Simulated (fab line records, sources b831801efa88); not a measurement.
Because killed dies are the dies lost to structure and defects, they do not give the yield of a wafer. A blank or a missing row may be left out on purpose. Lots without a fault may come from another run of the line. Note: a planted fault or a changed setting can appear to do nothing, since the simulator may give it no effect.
The tool behind it: which one? + flow sfq_line + Sampling: 6 lots, 18 wafers, 2 of 325 route steps

WHAT THE GAUGES READ, wafer by wafer
SFQ_M0_RS_MEAS_904: a four-point-probe measurement.
| lot  | measured     | on            | M0_NB_RS (ohm/sq) |
|------|--------------|---------------|-------------------|
| L822 | day 7 19:22  | film_metro-01 | 0.891 0.879 0.886 |
| L825 | day 8 23:30  | film_metro-03 | 0.900 0.900 0.914 |
| L829 | day 9 20:30  | film_metro-01 | 0.910 0.898 0.892 |
| L836 | day 11 18:04 | film_metro-03 | 0.891 0.892 0.883 |
| L839 | day 12 15:25 | film_metro-02 | 0.885 0.877 0.875 |
| L842 | day 13 12:55 | film_metro-02 | 0.901 0.900 0.890 |

WHAT TOOL EACH LOT RAN ON (gives the tool, then ch and the chambers of the sampled wafers, and finally the start)
| lot  | SFQ_TRILAYER_M0_DEP_SPUTTER_019 |
|------|---------------------------------|
| L822 | pvd_sputter-05, day 7 19:16     |
| L825 | pvd_sputter-06, day 8 23:25     |
| L829 | pvd_sputter-04, day 9 20:25     |
| L836 | pvd_sputter-06, day 11 17:56    |
| L839 | pvd_sputter-05, day 12 15:20    |
| L842 | pvd_sputter-05, day 13 12:49    |
- SFQ_TRILAYER_M0_DEP_SPUTTER_019: material Nb, target thk 200 nm, time 133.3 s.

THE ANSWER, worked out from the rows above alone
Rule: the usual values come from the lots themselves. Put in order of their means at a reading, lots are off if they are a third of the lots or fewer, leave a main group of 4 or more, and stand apart from it by a gap of 3 or more times the standard deviation of the main group's means; of several such gaps the widest counts. If all means in a main group match to the digits the tables above print for the reading, that group is not used. A lot without any number at a reading at which 4 lots or more have one is off too. The other lots that the step has rows for count as sound.
Nothing can be told from this: no lot is off at any reading shown.

WHAT HAD BEEN PUT IN BY THE SIMULATOR
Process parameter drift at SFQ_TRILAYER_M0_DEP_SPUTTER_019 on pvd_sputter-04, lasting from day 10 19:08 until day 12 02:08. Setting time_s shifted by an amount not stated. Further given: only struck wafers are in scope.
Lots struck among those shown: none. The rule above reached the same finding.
